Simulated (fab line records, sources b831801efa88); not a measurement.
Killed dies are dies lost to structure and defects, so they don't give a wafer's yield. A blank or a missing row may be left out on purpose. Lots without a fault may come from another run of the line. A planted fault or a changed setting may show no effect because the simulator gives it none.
Chamber matching | flow gf180mcu | GF_V4_CVD_02 on pecvd-02: 3 sister chambers
The step deposits SiO2 from TEOS, target thk 850 nm, time 94.851 s. 6 wafers are shown with their chamber, then 11 later ones without.

WAFERS WITH THEIR CHAMBER
wafer  | chamber | heater_power_w (W)
L085.6 | 0       | 591
L088.4 | 0       | 577
L090.3 | 2       | 709
L090.4 | 2       | 573
L090.6 | 1       | 672
L092.2 | 1       | 571

WAFERS WITHOUT THEIR CHAMBER
wafer  | heater_power_w (W)
L092.4 | 611
L092.6 | 557
L093.2 | 625
L093.5 | 511
L093.6 | 665
L095.1 | 568
L095.2 | 607
L095.3 | 661
L095.4 | 596
L095.5 | 717
L095.6 | 635

WHICH CHAMBER EACH WENT THROUGH
wafer  | from the rows above          | in truth
L092.4 | can't be placed: 1 or 0 or 2 | 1
L092.6 | can't be placed: 0 or 1 or 2 | 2
L093.2 | can't be placed: 1 or 2 or 0 | 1
L093.5 | can't be placed: 0 or 1 or 2 | 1
L093.6 | can't be placed: 2 or 1 or 0 | 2
L095.1 | can't be placed: 0 or 1 or 2 | 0
L095.2 | can't be placed: 1 or 0 or 2 | 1
L095.3 | can't be placed: 2 or 1 or 0 | 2
L095.4 | can't be placed: 0 or 1 or 2 | 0
L095.5 | can't be placed: 2 or 1 or 0 | 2
L095.6 | can't be placed: 2 or 1 or 0 | 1
Placed correctly: 0 of 11. Can't be placed from these rows: 11 (the true chamber is among the candidates in 11). Placed wrongly: 0.
How it was worked out, from the rows above alone: a wafer's distance from a chamber is the root of the sum, over the readings, of the square of ((its reading less the chamber's mean) divided by the reading's scatter). The wafer belongs to the nearest chamber; if the next one is less than 2 further off, it can't be placed. A chamber's mean is the mean of its shown wafers. The scatter: the root of (the sum of the squares of (reading less its chamber's mean) over the shown wafers, divided by (wafers less chambers)).
